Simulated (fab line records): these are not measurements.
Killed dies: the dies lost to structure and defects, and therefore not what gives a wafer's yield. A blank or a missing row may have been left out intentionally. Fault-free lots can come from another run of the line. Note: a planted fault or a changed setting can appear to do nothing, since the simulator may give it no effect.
fab line records	flow sky130
[record] lots = 12	wafers = 36	last-day = 50
route steps=708 shown CAP2M@615 METAL4@630 VIA4@639 PAD_OPEN@708
lots that met no fault: from a run of the same line without faults
start-h: hours from the record's opening day to when the first of the lot's shown wafers began	wait-h: hours elapsed since this lot's preceding step	" unchanged from the row above	L1.1+2: a single row standing in for several wafers	- no value, or no start given	* or withheld: withheld	< > ~ a bound
route shown NAME@n: a module of which the file shows steps, and the number in the route of the first	usual: mean and standard deviation over wafers with no fault	same: alike in all rows	chamber/n: place in a boat	sites: the reading at each site	_std_site: how widely they spread, as a standard deviation	_edge_site: mean of outer sites minus mean of inner sites	radius-mm: for every site, how far away it sits from the centre of the wafer	mask NAME#n: copy n	behind: the tool/chamber that last shaped the wafer	hold: why the lot was held/for how many hours/how that ended	device: the transistor (n, p or np) that didn't switch	end of line: tests of these same wafers at the route's end	step lacking rows: just its recipe	killed: count of dies lost to structure and defects at first sort (not the wafer's yield)	map: per-die view of a wafer (x killed, . not killed, _ where there is no die)
set.NAME: the setting that was run; set.NAME@STEP: the one run at that earlier step	model.NAME: the simulator's own value behind a step, which no gauge read
a sample of lots followed through the steps of the route, with each step as a table and each wafer as a row
services: from which hour (start-h, from the record's first day; less than 0 if before it) a tool's chamber was out of use, for how many hours, and why
[[steps]]
[step SKY_CAP2M_OVL_MEAS_12]
[usual] CAP2M_OVL = -0.5/1.3
lot.wafer	tool	chamber	start-h	wait-h	CAP2M_OVL[nm]
L769.1	overlay-02	-	951.35	0.1	-0.5
L769.5	"	-	"	"	-1.3
L769.6	"	-	"	"	-1.5
L771.3	overlay-02	-	966.41	0.1	-1.4
L771.4	"	-	"	"	-0.9
L771.6	"	-	"	"	-2.6
L772.3	overlay-02	-	973.56	0.1	-0.4
L772.4	"	-	"	"	-0.1
L772.5	"	-	"	"	-1.6
L773.1	overlay-02	-	982.20	0.1	-0.6
L773.2	"	-	"	"	-1.6
L773.3	"	-	"	"	0.1
L774.2	overlay-02	-	995.43	0.1	-0.9
L774.3	"	-	"	"	-0.3
L774.4	"	-	"	"	-0.4
L775.2	overlay-01	-	1005.03	0.1	0.3
L775.3	"	-	"	"	-1.2
L775.6	"	-	"	"	-0.6
L777.1	overlay-02	-	1010.17	0.1	-1.1
L777.3	"	-	"	"	-1.7
L777.6	"	-	"	"	-0.4
L785.1	overlay-02	-	1079.55	0.1	-0.9
L785.2	"	-	"	"	-2.7
L785.3	"	-	"	"	0.0
L787.4	overlay-01	-	1081.02	0.1	0.9
L787.5	"	-	"	"	2.2
L787.6	"	-	"	"	1.1
L789.1	overlay-01	-	1083.77	0.1	-1.5
L789.4	"	-	"	"	-1.5
L789.5	"	-	"	"	-2.6
L790.3	overlay-01	-	1090.06	0.1	-1.6
L790.4	"	-	"	"	-0.4
L790.6	"	-	"	"	-0.3
L791.4	overlay-02	-	1092.09	0.1	-1.3
L791.5	"	-	"	"	-1.3
L791.6	"	-	"	"	-0.8
[step SKY_METAL4_OVL_MEAS_14]
[usual] METAL4_OVL = -4/5.5
lot.wafer	tool	chamber	start-h	wait-h	METAL4_OVL[nm]
L769.1	overlay-01	-	976.22	0.1	5
L769.5	"	-	"	"	-5
L769.6	"	-	"	"	-12
L771.3	overlay-02	-	991.20	0.1	-10
L771.4	"	-	"	"	-13
L771.6	"	-	"	"	-5
L772.3	overlay-01	-	998.13	0.1	0
L772.4	"	-	"	"	-9
L772.5	"	-	"	"	-6
L773.1	overlay-02	-	1005.72	0.1	-4
L773.2	"	-	"	"	6
L773.3	"	-	"	"	-3
L774.2	overlay-01	-	1019.14	0.1	-12
L774.3	"	-	"	"	-7
L774.4	"	-	"	"	-13
L775.2	overlay-01	-	1028.48	0.1	-7
L775.3	"	-	"	"	-6
L775.6	"	-	"	"	-2
L777.1	overlay-01	-	1033.67	0.1	-8
L777.3	"	-	"	"	-12
L777.6	"	-	"	"	-8
L785.1	overlay-01	-	1100.84	0.1	-12
L785.2	"	-	"	"	-10
L785.3	"	-	"	"	-8
L787.4	overlay-01	-	1102.00	0.1	-11
L787.5	"	-	"	"	-9
L787.6	"	-	"	"	-13
L789.1	overlay-02	-	1104.79	0.1	0
L789.4	"	-	"	"	-6
L789.5	"	-	"	"	-7
L790.3	overlay-01	-	1111.48	0.1	-3
L790.4	"	-	"	"	2
L790.6	"	-	"	"	-2
L791.4	overlay-02	-	1113.60	0.1	4
L791.5	"	-	"	"	-3
L791.6	"	-	"	"	3
[step SKY_VIA4_HDPCVD_00]
[recipe] material = SiO2	target-thk-nm = 1750	sigma-open-frac = 0.3	time-s = 291.7	temp-c = 400	sih4-flow-sccm = 60	pressure-mtorr = 6
[usual] run-length-s = 319.3/0.42
lot.wafer	tool	chamber	start-h	wait-h	run-length-s
L769.1	hdpcvd-01	1	977.28	0.0	319.7
L769.5	"	1	"	"	319.2
L769.6	"	1	"	"	319.1
L771.3	hdpcvd-01	0	992.34	0.0	319.5
L771.4	"	0	"	"	319.8
L771.6	"	2	"	"	319.6
L772.3	hdpcvd-02	0	999.21	0.0	318.7
L772.4	"	2	"	"	319.1
L772.5	"	0	"	"	318.7
L773.1	hdpcvd-02	1	1006.70	0.0	319.1
L773.2	"	2	"	"	319.7
L773.3	"	0	"	"	319.0
L774.2	hdpcvd-02	0	1020.09	0.0	389.1
L774.3	"	1	"	"	389.4
L774.4	"	2	"	"	389.3
L775.2	hdpcvd-02	0	1029.43	0.0	389.2
L775.3	"	1	"	"	389.8
L775.6	"	0	"	"	389.5
L777.1	hdpcvd-02	1	1034.63	0.0	389.3
L777.3	"	0	"	"	389.0
L777.6	"	1	"	"	389.0
L785.1	hdpcvd-02	2	1101.82	0.0	319.1
L785.2	"	1	"	"	318.6
L785.3	"	0	"	"	319.1
L787.4	hdpcvd-01	2	1103.04	0.1	318.9
L787.5	"	1	"	"	319.2
L787.6	"	0	"	"	319.6
L789.1	hdpcvd-02	0	1105.75	0.0	318.6
L789.4	"	2	"	"	319.3
L789.5	"	0	"	"	318.9
L790.3	hdpcvd-02	0	1112.43	0.0	318.8
L790.4	"	2	"	"	319.2
L790.6	"	0	"	"	318.8
L791.4	hdpcvd-01	1	1114.67	0.1	319.7
L791.5	"	0	"	"	320.1
L791.6	"	2	"	"	319.6
[step SKY_VIA4_THK_MEAS_01]
[recipe] reads = SiO2_of_VIA4_HDPCVD_00
[usual] VIA4_HDPCVD_THK = 1743/21
lot.wafer	tool	chamber	start-h	wait-h	VIA4_HDPCVD_THK[nm]
L769.1	film-metro-03	-	977.82	0.4	1712
L769.5	"	-	"	"	1745
L769.6	"	-	"	"	1726
L771.3	film-metro-03	-	992.54	0.1	1746
L771.4	"	-	"	"	1759
L771.6	"	-	"	"	1751
L772.3	film-metro-02	-	999.40	0.1	1714
L772.4	"	-	"	"	1714
L772.5	"	-	"	"	1725
L773.1	film-metro-02	-	1006.88	0.1	1769
L773.2	"	-	"	"	1744
L773.3	"	-	"	"	1776
L774.2	film-metro-03	-	1020.28	0.1	2134
L774.3	"	-	"	"	2120
L774.4	"	-	"	"	2120
L775.2	film-metro-02	-	1029.61	0.1	2196
L775.3	"	-	"	"	2179
L775.6	"	-	"	"	2200
L777.1	film-metro-03	-	1034.81	0.1	2158
L777.3	"	-	"	"	2186
L777.6	"	-	"	"	2154
L785.1	film-metro-03	-	1102.00	0.1	1709
L785.2	"	-	"	"	1734
L785.3	"	-	"	"	1765
L787.4	film-metro-02	-	1103.16	0.0	1720
L787.5	"	-	"	"	1748
L787.6	"	-	"	"	1752
L789.1	film-metro-04	-	1105.92	0.1	1746
L789.4	"	-	"	"	1727
L789.5	"	-	"	"	1747
L790.3	film-metro-03	-	1112.63	0.1	1738
L790.4	"	-	"	"	1718
L790.6	"	-	"	"	1765
L791.4	film-metro-02	-	1114.79	0.0	1777
L791.5	"	-	"	"	1759
L791.6	"	-	"	"	1752
[step SKY_VIA4_ETCH_12]
[recipe] target = SiO2	chemistry = C4F8/O2/Ar	stop-on = TiN	mask-material = NOVOLAK	source-w = 1500	bias-w = 1200	pressure-mtorr = 40	c4f8-flow-sccm = withheld	O2_flow_sccm = 6	Ar_flow_sccm = 300	time-s = withheld	target-depth-a = 5800
[usual] oes-product-au = 0.926/0.0049
lot.wafer	tool	chamber	start-h	wait-h	oes-product-au
L769.1	rie-diel-01	3	1001.35	0.0	0.928
L769.5	"	3	"	"	0.923
L769.6	"	2	"	"	0.924
L771.3	rie-diel-04	2	1015.30	0.0	0.930
L771.4	"	0	"	"	0.932
L771.6	"	0	"	"	0.927
L772.3	rie-diel-02	1	1022.36	0.0	0.925
L772.4	"	2	"	"	0.934
L772.5	"	2	"	"	0.930
L773.1	rie-diel-02	3	1029.19	0.0	0.924
L773.2	"	2	"	"	0.931
L773.3	"	1	"	"	0.927
L774.2	rie-diel-04	2	1043.29	0.0	0.923
L774.3	"	0	"	"	0.931
L774.4	"	3	"	"	0.920
L775.2	rie-diel-01	3	1051.79	0.0	0.928
L775.3	"	1	"	"	0.926
L775.6	"	0	"	"	0.925
L777.1	rie-diel-01	0	1057.41	0.0	0.922
L777.3	"	1	"	"	0.921
L777.6	"	3	"	"	0.917
L785.1	rie-diel-01	2	1121.41	0.0	0.925
L785.2	"	3	"	"	0.922
L785.3	"	0	"	"	0.927
L787.4	rie-diel-02	0	1122.54	0.0	0.920
L787.5	"	2	"	"	0.918
L787.6	"	1	"	"	0.920
L789.1	rie-diel-01	0	1126.69	0.0	0.912
L789.4	"	0	"	"	0.930
L789.5	"	2	"	"	0.932
L790.3	rie-diel-02	2	1133.40	0.0	0.932
L790.4	"	0	"	"	0.923
L790.6	"	3	"	"	0.932
L791.4	rie-diel-04	1	1134.21	0.0	0.926
L791.5	"	1	"	"	0.927
L791.6	"	0	"	"	0.928
[step SKY_PAD_OPEN_PROBE_99]
[usual] defect-limited-yield = 82.1/1.7	killed_at_M0_to_M3 = 44/6.4	killed_at_M4_up = 3.0/1.8	killed-at-contacts = 24/5	killed-at-front-end = 16/4.3	killed-at-other = 0.4/0.76	killed-dies = 88/8.6	killed-open = 47/7.2	killed-short = 40/5.5	sort_bin_3_pad_short = 0.9/0.44	sort_bin_5_function = 10.6/1.5	sort_bin_6_memory = 6.4/1.2	sort-n-pass = 404/8.6	sort-yield-pct = 82.1/1.7
[same] gross-dies = 492	killed-at-back-side = 0	sort_bin_4_leakage[%] = 0	sort_bin_8_speed[%] = 0
lot.wafer	tool	chamber	start-h	wait-h	defect-limited-yield[%]	killed_at_M0_to_M3	killed_at_M4_up	killed-at-contacts	killed-at-front-end	killed-at-other	killed-dies	killed-open	killed-short	sort_bin_3_pad_short[%]	sort_bin_5_function[%]	sort_bin_6_memory[%]	sort-n-pass	sort-yield-pct[%]
L769.1	prober-01	-	1072.32	0.1	79.7	50	4	25	21	0	100	50	50	1.4	11.8	7.1	392	79.7
L769.5	prober-01	-	1072.52	0.2	82.3	40	5	25	17	0	87	45	42	0.6	11.8	5.3	405	82.3
L769.6	prober-01	-	1072.57	0.2	80.5	51	5	18	22	0	96	54	42	0.4	11.6	7.5	396	80.5
L772.3	prober-02	-	1091.58	0.2	80.7	52	1	28	14	0	95	50	44	1.0	11.0	7.3	397	80.7
L772.4	prober-02	-	1091.63	0.2	81.5	46	4	23	18	0	91	42	49	1.8	10.0	6.7	401	81.5
L772.5	prober-02	-	1091.68	0.2	85.4	37	0	20	14	1	72	37	34	0.6	8.1	5.9	420	85.4
L775.2	prober-01	-	1117.65	0.1	79.7	52	1	27	20	0	100	64	36	0.8	12.6	6.9	392	79.7
L775.3	prober-01	-	1117.70	0.2	81.1	44	5	32	12	0	93	57	36	0.4	10.8	7.7	399	81.1
L775.6	prober-01	-	1117.85	0.2	81.3	44	3	28	17	0	92	50	41	0.4	10.0	8.3	400	81.3
L785.1	prober-01	-	1180.06	0.1	83.9	44	2	17	16	0	79	48	31	0.4	10.2	5.5	413	83.9
L785.2	prober-01	-	1180.11	0.1	87.2	31	3	19	9	1	63	32	30	1.6	7.1	4.1	429	87.2
L785.3	prober-01	-	1180.16	0.2	81.3	42	3	26	20	1	92	50	40	0.6	9.6	8.5	400	81.3
L787.4	prober-02	-	1180.32	0.2	81.9	51	0	25	13	0	89	48	41	0.6	11.4	6.1	403	81.9
L787.5	prober-02	-	1180.37	0.2	79.3	51	6	30	15	0	102	59	43	0.6	12.2	7.9	390	79.3
L787.6	prober-02	-	1180.42	0.2	82.7	37	2	28	18	0	85	50	35	0.6	10.8	5.9	407	82.7
L790.3	prober-02	-	1190.47	0.2	85.0	37	4	17	15	1	74	50	22	1.0	8.1	5.9	418	85.0
L790.4	prober-02	-	1190.52	0.2	82.1	43	1	25	19	0	88	49	37	0.4	9.8	7.7	404	82.1
L790.6	prober-02	-	1190.62	0.2	81.7	41	0	32	17	0	90	50	39	1.4	11.4	5.5	402	81.7
// killed by level:class
L769.1 VIA1:geometric-particle:open=17 METAL2:geometric-particle:short=9 POLY_GATE:geometric-particle:short=8 CONTACT:geometric-particle:open=8 POLY_GATE:geometric-particle:open=6 LI_CONTACT:geometric-particle:open=5 CONTACT:geometric-particle:short=5 METAL1:geometric-particle:short=5
L769.5 CONTACT:geometric-particle:open=9 VIA2:geometric-particle:open=9 LI_CONTACT:geometric-particle:open=7 POLY_GATE:geometric-particle:short=6 VIA1:geometric-particle:open=6 VIA1:geometric-particle:short=6 VIA3:geometric-particle:open=6 FIELD_ISO:geometric-particle:short=5
L769.6 VIA1:geometric-particle:open=14 POLY_GATE:geometric-particle:open=7 CONTACT:geometric-particle:open=7 VIA2:geometric-particle:open=7 POLY_GATE:geometric-particle:short=6 LI_CONTACT:geometric-particle:open=6 METAL2:geometric-particle:short=6 FIELD_ISO:geometric-particle:short=5
L772.3 VIA1:geometric-particle:open=10 CONTACT:geometric-particle:open=9 VIA3:geometric-particle:short=8 POLY_GATE:geometric-particle:open=7 VIA3:geometric-particle:open=7 LI_CONTACT:geometric-particle:open=6 METAL3:geometric-particle:short=6 CONTACT:geometric-particle:short=5
L772.4 CONTACT:geometric-particle:open=12 VIA1:geometric-particle:open=7 VIA2:geometric-particle:open=7 POLY_GATE:geometric-particle:short=6 METAL1:geometric-particle:short=6 VIA1:geometric-particle:short=6 VIA3:geometric-particle:short=6 VIA3:geometric-particle:open=5
L772.5 VIA1:geometric-particle:open=9 VIA1:geometric-particle:short=8 CONTACT:geometric-particle:open=7 LI_CONTACT:geometric-particle:open=6 POLY_GATE:geometric-particle:short=5 VIA3:geometric-particle:short=5 POLY_GATE:geometric-particle:open=4 VIA2:geometric-particle:open=4
L775.2 VIA1:geometric-particle:open=16 FIELD_ISO:geometric-particle:open=9 VIA3:geometric-particle:open=9 CONTACT:geometric-particle:open=8 VIA2:geometric-particle:open=8 LI_CONTACT:geometric-particle:open=7 FIELD_ISO:geometric-particle:short=6 LOCAL_INTERCONNECT:geometric-particle:short=6
L775.3 CONTACT:geometric-particle:open=15 VIA3:geometric-particle:open=9 VIA1:geometric-particle:open=8 VIA2:geometric-particle:open=6 LOCAL_INTERCONNECT:geometric-particle:short=6 METAL2:geometric-particle:short=6 FIELD_ISO:geometric-particle:short=5 LI_CONTACT:geometric-particle:open=5
L775.6 CONTACT:geometric-particle:open=11 VIA1:geometric-particle:open=10 VIA3:geometric-particle:open=9 LI_CONTACT:geometric-particle:open=8 METAL2:geometric-particle:short=7 FIELD_ISO:geometric-particle:short=5 FIELD_ISO:geometric-particle:open=5 METAL1:geometric-particle:short=5
L785.1 VIA1:geometric-particle:open=12 LI_CONTACT:geometric-particle:open=7 VIA2:geometric-particle:open=7 CONTACT:geometric-particle:open=6 FIELD_ISO:geometric-particle:open=5 POLY_GATE:geometric-particle:short=4 VIA3:geometric-particle:open=4 VIA1:geometric-particle:short=4
L785.2 CONTACT:geometric-particle:open=11 VIA1:geometric-particle:open=6 METAL1:geometric-particle:short=5 VIA3:geometric-particle:open=5 FIELD_ISO:geometric-particle:short=4 CONTACT:geometric-particle:short=4 VIA2:geometric-particle:short=4 VIA1:geometric-particle:short=4
L785.3 VIA2:geometric-particle:open=9 LI_CONTACT:geometric-particle:open=9 CONTACT:geometric-particle:open=8 VIA3:geometric-particle:open=7 VIA1:geometric-particle:open=6 POLY_GATE:geometric-particle:short=5 SPACER:geometric-particle:short=5 METAL1:geometric-particle:short=5
L787.4 CONTACT:geometric-particle:open=11 METAL2:geometric-particle:short=9 VIA3:geometric-particle:open=8 VIA1:geometric-particle:open=6 VIA1:geometric-particle:short=6 VIA2:geometric-particle:short=6 VIA2:geometric-particle:open=5 LI_CONTACT:geometric-particle:open=5
L787.5 CONTACT:geometric-particle:open=12 VIA1:geometric-particle:open=11 LI_CONTACT:geometric-particle:open=10 VIA1:geometric-particle:short=9 METAL1:geometric-particle:short=8 VIA2:geometric-particle:open=6 METAL2:geometric-particle:short=5 VIA3:geometric-particle:open=5
L787.6 CONTACT:geometric-particle:open=9 VIA2:geometric-particle:open=9 LI_CONTACT:geometric-particle:open=8 FIELD_ISO:geometric-particle:open=7 METAL2:geometric-particle:short=6 LOCAL_INTERCONNECT:geometric-particle:short=6 VIA1:geometric-particle:open=6 CONTACT:geometric-particle:short=5
L790.3 VIA1:geometric-particle:open=11 VIA2:geometric-particle:open=10 CONTACT:geometric-particle:open=9 FIELD_ISO:geometric-particle:open=6 VIA3:geometric-particle:open=5 POLY_GATE:geometric-particle:open=3 CONTACT:geometric-particle:short=3 VIA2:geometric-particle:short=3
L790.4 VIA1:geometric-particle:open=12 CONTACT:geometric-particle:open=10 FIELD_ISO:geometric-particle:short=8 LI_CONTACT:geometric-particle:open=6 VIA2:geometric-particle:open=6 VIA1:geometric-particle:short=5 VIA3:geometric-particle:open=5 METAL2:geometric-particle:short=5
L790.6 CONTACT:geometric-particle:open=13 LI_CONTACT:geometric-particle:open=10 VIA1:geometric-particle:open=10 VIA2:geometric-particle:open=8 FIELD_ISO:geometric-particle:short=5 POLY_GATE:geometric-particle:short=5 LOCAL_INTERCONNECT:geometric-particle:short=5 METAL2:geometric-particle:short=5
[[services]]
tool	chamber	start-h	hours	kind
rie-diel-02	1	960.33	7.1	repair
hdpcvd-02	0	965.25	-	clean
hdpcvd-02	1	965.25	-	clean
hdpcvd-02	2	965.25	-	clean
rie-diel-01	1	965.47	10.7	repair
rie-diel-01	3	969.45	20.5	repair
hdpcvd-01	2	970.83	13.7	repair
hdpcvd-01	0	974.26	5.0	repair
rie-diel-01	1	977.86	4.1	repair
rie-diel-02	-	982.95	0.9	repair
rie-diel-01	0	986.86	6.9	repair
rie-diel-02	-	994.05	0.5	repair
rie-diel-02	3	1015.17	3.8	repair
rie-diel-01	-	1022.07	1.1	repair
rie-diel-02	1	1030.39	7.6	repair
hdpcvd-02	-	1041.37	0.5	repair
rie-diel-02	1	1076.88	3.5	repair
rie-diel-02	2	1087.29	28.0	repair
rie-diel-02	1	1101.56	4.4	repair
rie-diel-02	-	1112.76	7.0	repair
rie-diel-04	3	1117.63	3.8	repair
rie-diel-01	1	1120.20	11.9	repair
rie-diel-02	2	1126.45	3.4	repair
[[key]]
[first-sign] step = SKY_VIA4_HDPCVD_00	reading = run-length-s	direction = up	sigmas = 99+	usual = *	struck = *
[effect] step = SKY_VIA4_THK_MEAS_01	reading = VIA4_HDPCVD_THK	direction = up	sigmas = 20	usual = 1743	struck = 2161
met-at SKY_VIA4_HDPCVD_00
struck-lots L774,L775,L777
not-acting-at SKY_CAP2M_OVL_MEAS_12,SKY_METAL4_OVL_MEAS_14,SKY_VIA4_ETCH_12
onset-between 1006.70 1020.09
[fault] kind = process-parameter-drift	tool = hdpcvd-02	chamber = -	onset-h = 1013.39	steps = SKY_VIA4_HDPCVD_00	channel = time-s	offset = *	shape = step	end-h = 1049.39	acts-in = *	stated = *
